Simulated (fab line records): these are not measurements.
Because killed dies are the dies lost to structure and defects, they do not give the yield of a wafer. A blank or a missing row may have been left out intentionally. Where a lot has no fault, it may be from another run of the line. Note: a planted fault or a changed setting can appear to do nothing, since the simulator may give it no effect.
fab line records -- flow sky130
record lots=6, wafers=18, lastDay=49
route steps=708 shown VT_ADJUST_HVTP@93 VT_ADJUST_LVTN@97 PAD_OPEN@708
lots that met no fault: taken from a fault-free run of the same line
startH: start of the lot's first displayed wafer, in hours after the record's first day -- waitH: hours elapsed since this lot's preceding step -- " as in the row above -- L1.1+2: a single row standing in for several wafers -- - no value, or no start was given -- * or withheld: withheld -- < > ~ a bound
route shown NAME@n: NAME is a module with steps in the file, n the number in the route of the first one -- usual: the fault-free wafers' mean and standard deviation -- same: alike in all rows -- chamber/n: place in a boat -- sites: per-site readings -- _std_site: how widely they spread, as a standard deviation -- _edge_site: the outer-site mean with the inner-site mean subtracted -- radiusMm: how far each site lies from the wafer's centre -- mask NAME#n: copy n -- behind: the tool/chamber that last shaped the wafer -- hold: the reason the lot was held/the length of the hold in hours/how it ended -- device: transistor that didn't switch, given as n, p or np -- end of line: tests of these same wafers at the route's end -- where a step has no rows: the recipe by itself -- killed: dies that structure and defects cost at the first sort, which is not the same as the wafer's yield -- map: the dies of a wafer, with x for killed, . for not killed, _ for no die there
set.NAME: the run value of the setting; set.NAME@STEP: its run value at that earlier step -- model.NAME: the simulator's own value behind a step, which no gauge read
a table for each step, a row for each wafer; lots at some steps of the route
services: a tool's chamber out of use, with start hour (startH, from the record's first day; less than 0 if before it), hours out, and reason
## steps
# step SKY_VT_ADJUST_HVTP_OVL_MEAS_08
# usual VT_ADJUST_HVTP_OVL=-0.5/1.4
lot.wafer,tool,chamber,startH,waitH,VT_ADJUST_HVTP_OVL[nm]
L180.2,overlay-01,-,119.98,0.1,-0.8
L180.4,overlay-01,-,119.98,0.1,0.3
L180.6,overlay-01,-,119.98,0.1,1.5
L181.1,overlay-02,-,126.94,0.1,0.2
L181.3,overlay-02,-,126.94,0.1,0.5
L181.4,overlay-02,-,126.94,0.1,0.6
L189.2,overlay-02,-,182.78,0.1,2.8
L189.3,overlay-02,-,182.78,0.1,0.7
L189.4,overlay-02,-,182.78,0.1,0.9
L191.1,overlay-01,-,192.19,0.1,0.0
L191.4,overlay-01,-,192.19,0.1,0.6
L191.5,overlay-01,-,192.19,0.1,0.8
L194.2,overlay-02,-,207.56,0.1,0.3
L194.3,overlay-02,-,207.56,0.1,0.7
L194.5,overlay-02,-,207.56,0.1,0.2
L199.2,overlay-02,-,244.86,0.1,-1.5
L199.3,overlay-02,-,244.86,0.1,-2.9
L199.6,overlay-02,-,244.86,0.1,-1.2
# step SKY_VT_ADJUST_HVTP_IMPLANT_09
# recipe species=As, energyKev=150, doseCm2=4.3e+12, tiltDeg=withheld
# step SKY_VT_ADJUST_HVTP_STRIP_10
# recipe chemistry=O2/N2, powerW=1400, pressureMtorr=1500, platenTempC=withheld, o2FlowSccm=3000, n2FlowSccm=300, overashFraction=0.5
# usual drypumpMotorCurrentA=5.8/0.6, oesProductAu=0.715/0.0047, stripTimeToEndpointS=14.18/0.04
lot.wafer,tool,chamber,startH,waitH,drypumpMotorCurrentA,oesProductAu,rfHoursCounterH,stripTimeToEndpointS
L180.2,plasmaAsher-01,0,120.16,0.1,6.3,0.713,42,14.21
L180.4,plasmaAsher-01,1,120.16,0.1,5.4,0.717,-,14.15
L180.6,plasmaAsher-01,1,120.16,0.1,5.4,0.719,-,14.17
L181.1,plasmaAsher-02,0,127.12,0.1,5.0,0.719,33,14.23
L181.3,plasmaAsher-02,0,127.12,0.1,5.0,0.714,-,14.20
L181.4,plasmaAsher-02,1,127.12,0.1,5.6,0.716,-,14.18
L189.2,plasmaAsher-01,1,182.96,0.1,5.4,0.716,49,14.23
L189.3,plasmaAsher-01,1,182.96,0.1,5.3,0.712,-,14.22
L189.4,plasmaAsher-01,0,182.96,0.1,6.3,0.710,-,14.21
L191.1,plasmaAsher-04,0,192.37,0.1,6.4,0.723,49,14.16
L191.4,plasmaAsher-04,1,192.37,0.1,6.6,0.719,-,14.19
L191.5,plasmaAsher-04,0,192.37,0.1,6.4,0.718,-,14.17
L194.2,plasmaAsher-04,0,207.74,0.1,6.4,0.711,51,14.25
L194.3,plasmaAsher-04,1,207.74,0.1,6.6,0.716,-,14.21
L194.5,plasmaAsher-04,0,207.74,0.1,6.4,0.713,-,14.23
L199.2,plasmaAsher-02,1,245.04,0.1,5.6,0.706,46,14.16
L199.3,plasmaAsher-02,0,245.04,0.1,5.0,0.712,-,14.19
L199.6,plasmaAsher-02,0,245.04,0.1,5.0,0.713,-,14.18
# step SKY_VT_ADJUST_HVTP_TW_MEAS_11
# usual VT_ADJUST_HVTP_TW=1352/11
lot.wafer,tool,chamber,startH,waitH,VT_ADJUST_HVTP_TW
L180.2,filmMetro-01,-,120.27,0.1,1352
L180.4,filmMetro-01,-,120.27,0.1,1354
L180.6,filmMetro-01,-,120.27,0.1,1355
L181.1,filmMetro-03,-,127.22,0.1,1347
L181.3,filmMetro-03,-,127.22,0.1,1348
L181.4,filmMetro-03,-,127.22,0.1,1345
L189.2,filmMetro-02,-,183.07,0.1,1359
L189.3,filmMetro-02,-,183.07,0.1,1359
L189.4,filmMetro-02,-,183.07,0.1,1359
L191.1,filmMetro-02,-,192.47,0.1,1349
L191.4,filmMetro-02,-,192.47,0.1,1356
L191.5,filmMetro-02,-,192.47,0.1,1346
L194.2,filmMetro-03,-,207.85,0.1,1346
L194.3,filmMetro-03,-,207.85,0.1,1344
L194.5,filmMetro-03,-,207.85,0.1,1344
L199.2,filmMetro-02,-,245.15,0.1,1359
L199.3,filmMetro-02,-,245.15,0.1,1360
L199.6,filmMetro-02,-,245.15,0.1,1363
# step SKY_VT_ADJUST_LVTN_DEHYDRATE_00
# recipe tempC=200, timeS=60
# step SKY_VT_ADJUST_LVTN_HMDS_01
# recipe primeTimeS=60, primeTempC=120
# step SKY_VT_ADJUST_LVTN_COAT_02
# recipe spinRpm=2000, resistThkNm=3000
# step SKY_VT_ADJUST_LVTN_SOFTBAKE_03
# recipe tempC=110, timeS=withheld
# step SKY_VT_ADJUST_LVTN_EXPOSE_04
# recipe maskId=NWM_COMPLEMENT_LESS_NATIVE, na=0.6, sourceShape=conventional, sigmaOuter=0.6, polarization=unpolarized, targetCdNm=840, doseMj=194
# step SKY_VT_ADJUST_LVTN_PEB_05
# recipe tempC=115, timeS=withheld
# step SKY_VT_ADJUST_LVTN_DEVELOP_06
# recipe wallAngleDeg=90, developer=TMAH, developTimeS=60, devTempC=23
# step SKY_VT_ADJUST_LVTN_OVL_MEAS_07
# usual VT_ADJUST_LVTN_OVL=-0.2/1.6
lot.wafer,tool,chamber,startH,waitH,VT_ADJUST_LVTN_OVL[nm]
L180.2,overlay-02,-,138.89,-,0.4
L180.4,overlay-02,-,138.89,-,-0.7
L180.6,overlay-02,-,138.89,-,0.1
L181.1,overlay-01,-,145.72,-,2.9
L181.3,overlay-01,-,145.72,-,2.7
L181.4,overlay-01,-,145.72,-,3.3
L189.2,overlay-01,-,204.12,-,-0.9
L189.3,overlay-01,-,204.12,-,-0.1
L189.4,overlay-01,-,204.12,-,1.7
L191.1,overlay-01,-,213.96,-,-1.3
L191.4,overlay-01,-,213.96,-,-1.9
L191.5,overlay-01,-,213.96,-,1.0
L194.2,overlay-02,-,229.48,-,0.7
L194.3,overlay-02,-,229.48,-,0.5
L194.5,overlay-02,-,229.48,-,1.4
L199.2,overlay-02,-,267.33,-,0.4
L199.3,overlay-02,-,267.33,-,1.0
L199.6,overlay-02,-,267.33,-,-0.2
# step SKY_VT_ADJUST_LVTN_IMPLANT_08
# recipe species=B, energyKev=30, doseCm2=1.57e+12, tiltDeg=withheld
# usual beamEnergyKeV=29.999/0.01, faradayCurrentUA=8.84/0.15
lot.wafer,tool,chamber,startH,waitH,beamEnergyKeV,faradayCurrentUA,model.implant.rpNm,model.implant.drpNm
L180.2,implanter-04,0,138.94,0.0,30.013,8.89,98.51,42.97
L180.4,implanter-04,0,138.94,0.0,30.001,8.96,98.51,42.97
L180.6,implanter-04,0,138.94,0.0,30.011,8.84,98.51,42.97
L181.1,implanter-02,0,145.76,0.0,30.006,8.87,98.18,42.97
L181.3,implanter-02,0,145.76,0.0,30.008,9.12,98.18,42.97
L181.4,implanter-02,0,145.76,0.0,29.995,8.81,98.18,42.97
L189.2,implanter-02,0,204.18,0.0,28.750,8.82,97.05,41.46
L189.3,implanter-02,0,204.18,0.0,28.740,8.87,97.05,41.46
L189.4,implanter-02,0,204.18,0.0,28.741,8.83,97.05,41.46
L191.1,implanter-02,0,214.00,0.0,28.753,8.95,91.12,41.46
L191.4,implanter-02,0,214.00,0.0,28.744,8.88,91.12,41.46
L191.5,implanter-02,0,214.00,0.0,28.761,8.54,91.12,41.46
L194.2,implanter-03,0,229.54,0.0,30.012,8.72,97.22,42.97
L194.3,implanter-03,0,229.54,0.0,30.015,8.76,97.22,42.97
L194.5,implanter-03,0,229.54,0.0,30.000,8.93,97.22,42.97
L199.2,implanter-03,0,267.38,0.0,29.994,8.80,95.75,42.97
L199.3,implanter-03,0,267.38,0.0,29.998,8.95,95.75,42.97
L199.6,implanter-03,0,267.38,0.0,29.989,8.67,95.75,42.97
# step SKY_VT_ADJUST_LVTN_STRIP_09
# recipe chemistry=O2/N2, powerW=1400, pressureMtorr=1500, platenTempC=withheld, o2FlowSccm=3000, n2FlowSccm=300, overashFraction=0.5
# usual drypumpMotorCurrentA=5.8/0.59, oesProductAu=0.723/0.0043, stripTimeToEndpointS=36.93/0.094
lot.wafer,tool,chamber,startH,waitH,drypumpMotorCurrentA,oesProductAu,rfHoursCounterH,stripTimeToEndpointS
L180.2,plasmaAsher-04,0,139.07,0.1,6.4,0.719,47,37.01
L180.4,plasmaAsher-04,0,139.07,0.1,6.4,0.718,-,36.98
L180.6,plasmaAsher-04,0,139.07,0.1,6.3,0.715,-,37.01
L181.1,plasmaAsher-02,0,145.91,0.1,5.0,0.721,35,36.89
L181.3,plasmaAsher-02,0,145.91,0.1,5.0,0.723,-,37.07
L181.4,plasmaAsher-02,1,145.91,0.1,5.6,0.723,-,36.95
L189.2,plasmaAsher-02,1,204.30,0.1,5.6,0.720,42,36.96
L189.3,plasmaAsher-02,1,204.30,0.1,5.6,0.717,-,36.93
L189.4,plasmaAsher-02,0,204.30,0.1,5.0,0.725,-,36.93
L191.1,plasmaAsher-04,1,214.15,0.1,6.6,0.719,51,37.08
L191.4,plasmaAsher-04,0,214.15,0.1,6.4,0.724,-,37.07
L191.5,plasmaAsher-04,1,214.15,0.1,6.6,0.719,-,37.12
L194.2,plasmaAsher-04,1,229.66,0.1,6.6,0.722,52,36.94
L194.3,plasmaAsher-04,0,229.66,0.1,6.4,0.718,-,36.89
L194.5,plasmaAsher-04,1,229.66,0.1,6.6,0.720,-,36.91
L199.2,plasmaAsher-02,1,267.51,0.1,5.6,0.730,48,36.79
L199.3,plasmaAsher-02,0,267.51,0.1,5.0,0.720,-,36.89
L199.6,plasmaAsher-02,0,267.51,0.1,4.9,0.722,-,36.76
# step SKY_PAD_OPEN_PROBE_99
# usual killed_at_M0_to_M3=43/7.2, killed_at_M4_up=3.3/2, killedAtContacts=25/5.8, killedAtFrontEnd=15/4.5, killedAtOther=0.3/0.62, killedDies=86/9.4, killedOpen=47/7.1, killedShort=39/6
# same grossDies=492, killedAtBackSide=0
lot.wafer,tool,chamber,startH,waitH,killed_at_M0_to_M3,killed_at_M4_up,killedAtContacts,killedAtFrontEnd,killedAtOther,killedDies,killedOpen,killedShort
L191.1,prober-02,-,1139.39,0.1,35,1,29,20,1,86,50,36
L191.4,prober-02,-,1139.54,0.2,39,7,21,13,0,80,42,38
L191.5,prober-02,-,1139.59,0.2,46,5,26,14,0,91,50,41
L194.2,prober-01,-,1155.62,0.1,37,7,27,15,0,86,45,41
L194.3,prober-01,-,1155.67,0.2,45,5,27,7,0,84,47,37
L194.5,prober-01,-,1155.77,0.2,43,3,26,22,1,95,46,49
# killed by level:class
L191.1 VIA1:geometricParticle:open=10 LI_CONTACT:geometricParticle:open=8 VIA3:geometricParticle:open=8 LOCAL_INTERCONNECT:geometricParticle:short=7 FIELD_ISO:geometricParticle:short=6 VIA3:geometricParticle:short=6 CONTACT:geometricParticle:open=5 CONTACT:geometricParticle:short=5
L191.4 CONTACT:geometricParticle:open=9 VIA1:geometricParticle:open=8 METAL2:geometricParticle:short=7 VIA1:geometricParticle:short=6 VIA2:geometricParticle:open=6 METAL4:geometricParticle:short=6 FIELD_ISO:geometricParticle:short=5 LI_CONTACT:geometricParticle:open=5
L191.5 CONTACT:geometricParticle:open=10 VIA1:geometricParticle:open=9 VIA2:geometricParticle:open=7 VIA3:geometricParticle:open=7 VIA1:geometricParticle:short=6 POLY_GATE:geometricParticle:open=5 CONTACT:geometricParticle:short=5 METAL4:geometricParticle:short=5
L194.2 VIA1:geometricParticle:open=12 CONTACT:geometricParticle:short=9 CONTACT:geometricParticle:open=8 LOCAL_INTERCONNECT:geometricParticle:short=5 METAL1:geometricParticle:short=5 VIA1:geometricParticle:short=5 FIELD_ISO:geometricParticle:short=4 VIA2:geometricParticle:open=4
L194.3 VIA1:geometricParticle:open=9 LI_CONTACT:geometricParticle:open=9 LOCAL_INTERCONNECT:geometricParticle:short=8 METAL2:geometricParticle:short=7 VIA3:geometricParticle:open=6 CONTACT:geometricParticle:open=5 METAL1:geometricParticle:short=5 VIA2:geometricParticle:open=5
L194.5 VIA3:geometricParticle:open=9 VIA1:geometricParticle:open=8 LOCAL_INTERCONNECT:geometricParticle:open=7 LOCAL_INTERCONNECT:geometricParticle:short=7 FIELD_ISO:geometricParticle:short=5 POLY_GATE:geometricParticle:open=5 CONTACT:geometricParticle:short=5 METAL1:geometricParticle:short=5
## services
tool,chamber,startH,hours,kind
implanter-03,-,115.90,2.9,repair
implanter-02,-,118.37,6.6,repair
plasmaAsher-04,-,142.19,0.4,repair
implanter-04,-,151.05,13.1,pm
plasmaAsher-04,-,157.71,30.0,pm
plasmaAsher-02,-,173.78,0.4,repair
implanter-03,-,179.63,2.9,repair
implanter-02,-,195.59,0.6,repair
plasmaAsher-04,-,208.07,2.9,repair
implanter-02,-,214.85,2.5,pm
implanter-02,-,264.30,1.9,repair
## key
firstSign step=SKY_VT_ADJUST_LVTN_IMPLANT_08, reading=beamEnergyKeV, direction=down, sigmas=99+, usual=*, struck=*
effect none on later readings
modelEffect step=SKY_VT_ADJUST_LVTN_IMPLANT_08, value=implant.rpNm, without=98.05, struck=94.08
metAt SKY_VT_ADJUST_LVTN_IMPLANT_08
struckWafers L189.2,L189.3,L189.4,L191.1,L191.4,L191.5
testerLeftOut L189,L191
onsetBetween 145.76 204.18
fault kind=processParameterDrift, tool=implanter-02, chamber=-, onsetH=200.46, steps=SKY_VT_ADJUST_LVTN_IMPLANT_08, channel=energyKev, offset=*, shape=step, endH=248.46, actsIn=*, stated=*
# testerLeftOut: of these lots the tester's yield and bins aren't shown, on N5 and GAA mostly nor the transistor test; their killed dies are dies lost to structure and defects alone, not to doping, threshold or leakage, so they don't give the yield
